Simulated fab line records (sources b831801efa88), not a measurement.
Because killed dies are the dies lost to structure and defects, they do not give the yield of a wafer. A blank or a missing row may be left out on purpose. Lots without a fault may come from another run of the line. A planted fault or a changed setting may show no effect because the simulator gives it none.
Which of the tools did it?    flow sky130    Sampling: 12 lots, 34 wafers, 5 of 708 route steps

== WHAT THE GAUGES READ, wafer by wafer ==
SKY_GATE_OXIDE_OVL_MEAS_10. Usual: GATE_OXIDE_OVL 0.0 nm, standard deviation 1.3.
lot   measured      on          GATE_OXIDE_OVL (nm)  flag
L338  day 14 13:28  overlay-02  -0.8 -0.8 -1.2       
L339  day 14 20:13  overlay-01  1.0 1.0 1.5          
L340  day 15 04:43  overlay-01  -0.4 0.8 1.1         
L343  day 16 11:43  overlay-02  0.6 2.2 2.7          
L345  day 16 23:25  overlay-02  1.5 0.4 -0.7         
L344  day 17 00:43  overlay-01  -0.8 -2.0 -1.0       
L347  day 17 08:04  overlay-02  -0.6 0.6 0.1         
L348  day 17 19:28  overlay-02  0.3 -0.4 1.3         
L349  day 18 07:16  overlay-01  0.5 -0.6 -0.1        
L350  day 18 16:58  overlay-01  0.6 0.0 -1.5         
L356  day 20 19:40  overlay-01  -1.7 -2.5            
L357  day 21 06:18  overlay-02  -0.5 -1.0            

SKY_CONTACT_CD_MEAS_14 targets a cd of 170 nm. Usual: 169.9 nm for cd nm, sd 1.4.
lot   measured      on         cd nm (nm)         flag
L338  day 32 10:12  cd sem-01  169.4 169.5 168.6  
L339  day 32 16:35  cd sem-01  172.7 170.1 170.7  
L340  day 32 23:08  cd sem-01  172.3 172.8 173.0  
L343  day 34 04:24  cd sem-01  171.2 170.2 169.5  
L345  day 34 14:53  cd sem-01  168.1 168.6 168.0  
L344  day 34 19:55  cd sem-01  168.6 170.5 170.6  
L347  day 34 22:16  cd sem-01  169.8 168.8 167.7  
L348  day 35 11:22  cd sem-02  169.9 169.8 169.5  
L349  day 35 19:49  cd sem-02  169.2 168.7 169.0  
L350  day 36 02:04  cd sem-02  168.3 169.0 169.1  
L356  day 38 00:40  cd sem-01  167.8 166.9        
L357  day 38 04:59  cd sem-01  169.4 171.1        

SKY_VIA1_THK_MEAS_01. Usual: VIA1_HDPCVD_THK 1026 nm, standard deviation 13.
lot   measured      on             VIA1_HDPCVD_THK (nm)  flag
L338  day 33 16:08  film metro-03  1036 1034 1030        
L339  day 33 21:46  film metro-02  1021 1030 999         
L340  day 34 04:50  film metro-01  1040 1026 1018        
L343  day 35 10:25  film metro-01  1027 1021 1012        
L345  day 35 20:17  film metro-01  1014 1043 1016        
L344  day 36 01:38  film metro-01  1025 1024 1027        
L347  day 36 04:01  film metro-02  1032 1033 1005        
L348  day 36 16:47  film metro-02  1017 1039 1054        
L349  day 37 00:49  film metro-02  1013 1027 1016        
L350  day 37 07:21  film metro-03  1024 1016 1013        
L356  day 39 04:25  film metro-01  930 1043              OFF
L357  day 39 08:58  film metro-01  1026 946              OFF

== WHICH TOOL RAN EACH LOT (tool, then ch and the chambers of the sampled wafers, then the start) ==
lot   SKY_SONOS_ONO_STRIP_17                SKY_VIA1_HDPCVD_00
L338  plasma asher-03 ch 0,1, day 13 10:16  hdpcvd-02 ch 0,2, day 33 16:01
L339  plasma asher-01 ch 0, day 13 15:51    hdpcvd-02 ch 0,1,2, day 33 21:39
L340  plasma asher-03 ch 0,1, day 13 23:47  hdpcvd-01 ch 0,1,2, day 34 04:43
L343  plasma asher-04 ch 0, day 15 04:55    hdpcvd-02 ch 0,1, day 35 10:18
L345  plasma asher-04 ch 0,1, day 15 17:40  hdpcvd-02 ch 1,2, day 35 20:10
L344  plasma asher-03 ch 0, day 15 18:38    hdpcvd-02 ch 0,1, day 36 01:27
L347  plasma asher-04 ch 0, day 16 01:32    hdpcvd-02 ch 0,1, day 36 03:52
L348  plasma asher-03 ch 0,1, day 16 13:14  hdpcvd-02 ch 0,1, day 36 16:40
L349  plasma asher-04 ch 0,1, day 16 22:41  hdpcvd-01 ch 0,2, day 37 00:42
L350  plasma asher-01 ch 0,1, day 17 08:04  hdpcvd-01 ch 0,1,2, day 37 07:16
L356  plasma asher-03 ch 0,1, day 19 10:36  hdpcvd-02 ch 1,2, day 39 04:17
L357  plasma asher-04 ch 0,1, day 19 21:41  hdpcvd-02 ch 0,2, day 39 08:50
- SKY_SONOS_ONO_STRIP_17: strips in O2/N2.
- SKY_VIA1_HDPCVD_00: deposits SiO2, target thk 1030 nm, time 171.7 s.

== AS READ BY THE TOOLS THEMSELVES (means over the sampled wafers that have a number; for cases with no such wafer, the mark the record gives instead) ==
SKY_SONOS_ONO_STRIP_17. Usual: drypump motor current A 5.4 A, standard deviation 0.4; oes product au 0.710 a.u., standard deviation 0.0048; strip time to endpoint s 14.09 s, standard deviation 0.032.
lot   tool             drypump motor current A (A)  oes product au (a.u.)  strip time to endpoint s (s)  flag
L338  plasma asher-03  5.2                          0.709                  14.06                         
L339  plasma asher-01  6.1                          0.711                  14.11                         
L340  plasma asher-03  5.2                          0.707                  14.07                         
L343  plasma asher-04  5.1                          0.711                  14.08                         
L345  plasma asher-04  5.6                          0.711                  14.06                         
L344  plasma asher-03  5.3                          0.707                  14.06                         
L347  plasma asher-04  5.1                          0.711                  14.13                         
L348  plasma asher-03  5.2                          0.706                  14.12                         
L349  plasma asher-04  5.4                          0.706                  14.08                         
L350  plasma asher-01  5.4                          0.712                  14.09                         
L356  plasma asher-03  5.2                          0.716                  14.11                         
L357  plasma asher-04  5.4                          0.716                  14.09                         

SKY_VIA1_HDPCVD_00. Usual: pressure mtorr 5.999 mTorr, standard deviation 0.012; run length s 199.4 s, standard deviation 0.38; sih4 flow sccm 60.01 sccm, standard deviation 0.18.
lot   tool       pressure mtorr (mTorr)  run length s (s)  sih4 flow sccm (sccm)  flag
L338  hdpcvd-02  6.000                   199.1             59.93                  
L339  hdpcvd-02  5.987                   199.4             59.97                  
L340  hdpcvd-01  5.994                   199.4             59.86                  
L343  hdpcvd-02  5.995                   199.1             60.20                  
L345  hdpcvd-02  6.000                   199.8             59.93                  
L344  hdpcvd-02  6.013                   199.0             60.04                  
L347  hdpcvd-02  5.996                   199.4             60.15                  
L348  hdpcvd-02  5.994                   199.0             60.09                  
L349  hdpcvd-01  6.003                   199.8             60.19                  
L350  hdpcvd-01  5.994                   199.3             60.19                  
L356  hdpcvd-02  6.011                   192.9             60.03                  OFF
L357  hdpcvd-02  5.993                   192.8             59.95                  OFF

== THE ANSWER, worked out from the rows above alone ==
Rule: lot off if the mean of its wafers having a number is beyond 3 standard deviations from the usual mean. A lot without any number at a reading at which 4 lots or more have one is off too. The other lots that the step has rows for count as sound. After the gauges, taken in route order, come the tools' own readings; for these a lot's mean is taken, as printed above. The first step at which some lot is off is used, and at that step the reading that is off furthest; a lot without a number counts as furthest.
Off: L356, L357, seen at SKY_VIA1_THK_MEAS_01 (VIA1_HDPCVD_THK).
A tool fits if, at a process step before that reading, it ran every lot that is off, and no sound lot after the first of them. Not tried: the gauges at SKY_VIA1_THK_MEAS_01; whatever is off there is also off at SKY_VIA1_HDPCVD_00, on other tools, and gauge error can't account for it. One fits: hdpcvd-02 at SKY_VIA1_HDPCVD_00. Its last sound lot is L348 (day 36 16:40), its first lot that is off L356 (day 39 04:17): a fault that began between those two fits.
On the lots that are off, the tool's own readings at SKY_VIA1_HDPCVD_00 differ by more than 5 times the standard deviation of the sound lots' means, which bears it out; run length s reads 192.9 s there versus 199.3 s on the sound lots.

== WHAT WAS PUT IN BY THE SIMULATOR ==
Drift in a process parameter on hdpcvd-02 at SKY_VIA1_HDPCVD_00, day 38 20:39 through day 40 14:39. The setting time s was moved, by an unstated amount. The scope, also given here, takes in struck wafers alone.
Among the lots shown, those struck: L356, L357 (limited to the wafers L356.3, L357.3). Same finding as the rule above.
